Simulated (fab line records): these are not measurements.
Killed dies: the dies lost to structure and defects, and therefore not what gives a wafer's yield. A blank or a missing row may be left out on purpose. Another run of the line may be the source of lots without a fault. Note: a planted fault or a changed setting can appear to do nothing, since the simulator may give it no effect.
Which tool is to blame?    flow sky130    30 wafers from 10 lots sampled at 6 of the route's 708 steps

WHAT EACH GAUGE READ, for each wafer
SKY_CAPM_THK_MEAS_01. Usual: CAPM_CVD_00_THK typically reads 15.56 nm, with standard deviation 0.24.
lot   measured      on             CAPM_CVD_00_THK (nm)  flag
L501  day 37 20:11  film_metro-04  15.33 15.76 15.63     
L504  day 38 10:31  film_metro-03  15.54 15.39 15.34     
L503  day 38 15:25  film_metro-04  15.06 15.70 16.03     
L505  day 38 19:17  film_metro-01  15.62 16.10 15.73     
L506  day 39 05:05  film_metro-01  15.24 15.97 15.89     
L517  day 42 07:04  film_metro-04  15.32 16.09 15.48     
L520  day 43 01:13  film_metro-01  15.48 15.53 15.56     
L521  day 43 02:43  film_metro-01  15.15 15.81 15.38     
L522  day 43 14:26  film_metro-01  15.57 15.20 15.16     
L524  day 43 18:39  film_metro-04  15.74 15.53 15.89     

SKY_CAPM_RS_MEAS_03: a four-point-probe measurement. Usual: CAPM_TIN_RS typically reads 6.93 ohm/sq, with standard deviation 0.087.
lot   measured      on             CAPM_TIN_RS (ohm/sq)  flag
L501  day 37 20:22  film_metro-01  6.98 6.95 6.82        
L504  day 38 10:41  film_metro-03  6.94 6.94 6.88        
L503  day 38 15:35  film_metro-01  7.09 7.05 7.07        
L505  day 38 19:28  film_metro-01  8.11 7.05 8.16        OFF
L506  day 39 05:16  film_metro-04  8.20 8.18 8.24        OFF
L517  day 42 07:16  film_metro-01  6.99 6.86 6.95        
L520  day 43 01:23  film_metro-04  6.87 6.92 6.84        
L521  day 43 02:54  film_metro-04  6.94 6.85 6.90        
L522  day 43 14:37  film_metro-04  6.95 6.99 6.90        
L524  day 43 18:49  film_metro-01  6.93 7.00 7.10        

SKY_CAPM_THK_MEAS_04: measures by xrf. Usual: CAPM_TIN_THK typically reads 201.3 nm, with standard deviation 2.6.
lot   measured      on             CAPM_TIN_THK (nm)  flag
L501  day 37 20:28  film_metro-01  201.2 201.6 204.9  
L504  day 38 10:48  film_metro-03  200.3 199.9 202.2  
L503  day 38 15:42  film_metro-01  196.5 197.3 197.3  
L505  day 38 19:35  film_metro-01  171.9 197.6 171.9  OFF
L506  day 39 05:23  film_metro-04  170.7 170.4 169.7  OFF
L517  day 42 07:22  film_metro-01  199.6 202.9 201.3  
L520  day 43 01:30  film_metro-04  201.3 200.4 202.2  
L521  day 43 03:01  film_metro-04  200.3 201.1 200.4  
L522  day 43 14:44  film_metro-04  198.8 199.2 201.1  
L524  day 43 18:56  film_metro-01  202.6 200.0 197.0  

TOOL THAT RAN EACH LOT (tool first, then ch and the chambers of the sampled wafers, then the start)
lot   SKY_METAL2_STRIP_20                   SKY_VIA2_CMP_02                SKY_CAPM_SPUTTER_02
L501  plasma_asher-02 ch 0,1, day 36 15:02  cmp-02 ch 0,1,3, day 36 15:51  pvd_sputter-02, day 37 20:14
L504  plasma_asher-04 ch 0,1, day 37 05:26  cmp-02 ch 1,2,3, day 37 06:14  pvd_sputter-01, day 38 10:34
L503  plasma_asher-04 ch 0,1, day 37 09:52  cmp-02 ch 0,1, day 37 11:05    pvd_sputter-01, day 38 15:28
L505  plasma_asher-04 ch 0,1, day 37 13:41  cmp-02 ch 1,2, day 37 14:40    pvd_sputter-02, day 38 19:21
L506  plasma_asher-04 ch 0,1, day 37 23:34  cmp-01 ch 0,1, day 38 00:31    pvd_sputter-02, day 39 05:09
L517  plasma_asher-02 ch 0,1, day 41 04:03  cmp-01 ch 0,3, day 41 04:48    pvd_sputter-01, day 42 07:07
L520  plasma_asher-04 ch 0,1, day 41 23:56  cmp-02 ch 0,1, day 42 01:01    pvd_sputter-02, day 43 01:16
L521  plasma_asher-04 ch 0,1, day 42 02:07  cmp-02 ch 0,1,2, day 42 03:02  pvd_sputter-02, day 43 02:46
L522  plasma_asher-01 ch 0,1, day 42 15:32  cmp-01 ch 1,2,3, day 42 16:18  pvd_sputter-01, day 43 14:30
L524  plasma_asher-02 ch 0,1, day 42 19:46  cmp-02 ch 0,2,3, day 42 20:32  pvd_sputter-02, day 43 18:43
- SKY_METAL2_STRIP_20: strips in O2/N2.
- SKY_VIA2_CMP_02: polishes SiO2.
- SKY_CAPM_SPUTTER_02: material TiN, target thk 200 nm, time 166.7 s.

WHAT THE TOOLS THEMSELVES READ (means of the sampled wafers that have a number; where no wafer has one, the mark that the record gives instead)
SKY_METAL2_STRIP_20. Usual: drypump_motor_current_A 5.8 A, standard deviation 0.5; oes_product_au 0.342 a.u., standard deviation 0.0048; strip_time_to_endpoint_s 2.68 s, standard deviation 0.035.
lot   tool             drypump_motor_current_A (A)  oes_product_au (a.u.)  strip_time_to_endpoint_s (s)  flag
L501  plasma_asher-02  5.8                          0.346                  2.72                          
L504  plasma_asher-04  6.4                          0.340                  2.64                          
L503  plasma_asher-04  6.4                          0.332                  2.67                          
L505  plasma_asher-04  6.4                          0.343                  2.67                          
L506  plasma_asher-04  6.4                          0.343                  2.67                          
L517  plasma_asher-02  5.6                          0.343                  2.71                          
L520  plasma_asher-04  6.5                          0.343                  2.67                          
L521  plasma_asher-04  6.4                          0.345                  2.66                          
L522  plasma_asher-01  5.3                          0.345                  2.70                          
L524  plasma_asher-02  5.6                          0.345                  2.69                          

SKY_VIA2_CMP_02. Usual: edge_zone_pressure_frac 0.999, standard deviation 0.0051; motor_current_A 11.5 A, standard deviation 0.78; slurry_filter_dp_kPa 13.50 kPa, standard deviation 0.13.
lot   tool    edge_zone_pressure_frac  motor_current_A (A)  slurry_filter_dp_kPa (kPa)  flag
L501  cmp-02  0.998                    11.2                 13.61                       
L504  cmp-02  0.999                    11.1                 13.49                       
L503  cmp-02  1.002                    11.0                 13.50                       
L505  cmp-02  1.003                    11.2                 13.58                       
L506  cmp-01  1.000                    12.0                 13.62                       
L517  cmp-01  1.000                    11.9                 13.36                       
L520  cmp-02  1.001                    10.7                 13.36                       
L521  cmp-02  0.997                    11.0                 13.46                       
L522  cmp-01  1.005                    11.7                 13.57                       
L524  cmp-02  0.999                    11.2                 13.58                       

SKY_CAPM_SPUTTER_02. Usual: throttle_valve_pct 29.9 %, standard deviation 0.94.
lot   tool            throttle_valve_pct (%)  flag
L501  pvd_sputter-02  30.3                    
L504  pvd_sputter-01  29.8                    
L503  pvd_sputter-01  30.0                    
L505  pvd_sputter-02  30.3                    
L506  pvd_sputter-02  29.8                    
L517  pvd_sputter-01  29.8                    
L520  pvd_sputter-02  29.2                    
L521  pvd_sputter-02  29.4                    
L522  pvd_sputter-01  29.6                    
L524  pvd_sputter-02  29.6                    

THE ANSWER, worked out from the rows above alone
Rule: a lot is off if the mean of its wafers that have a number lies more than 3 standard deviations from the usual mean. A lot without any number at a reading at which 4 lots or more have one is off too. All remaining lots with rows at the step are treated as sound. Order of review: gauges by route order, followed by the tools' own readings, for which a lot's mean as printed above is used. The first step at which some lot is off is used, and at that step the reading that is off furthest; a lot without a number counts as furthest.
Off: L505, L506, at SKY_CAPM_RS_MEAS_03 (CAPM_TIN_RS).
A tool fits if, at a process step before that reading, it ran every lot that is off, and no sound lot after the first of them. Those tools and the gauges at SKY_CAPM_RS_MEAS_03 are tried in the same way. No candidate that was tried fits.

WHAT WAS PUT IN BY THE SIMULATOR
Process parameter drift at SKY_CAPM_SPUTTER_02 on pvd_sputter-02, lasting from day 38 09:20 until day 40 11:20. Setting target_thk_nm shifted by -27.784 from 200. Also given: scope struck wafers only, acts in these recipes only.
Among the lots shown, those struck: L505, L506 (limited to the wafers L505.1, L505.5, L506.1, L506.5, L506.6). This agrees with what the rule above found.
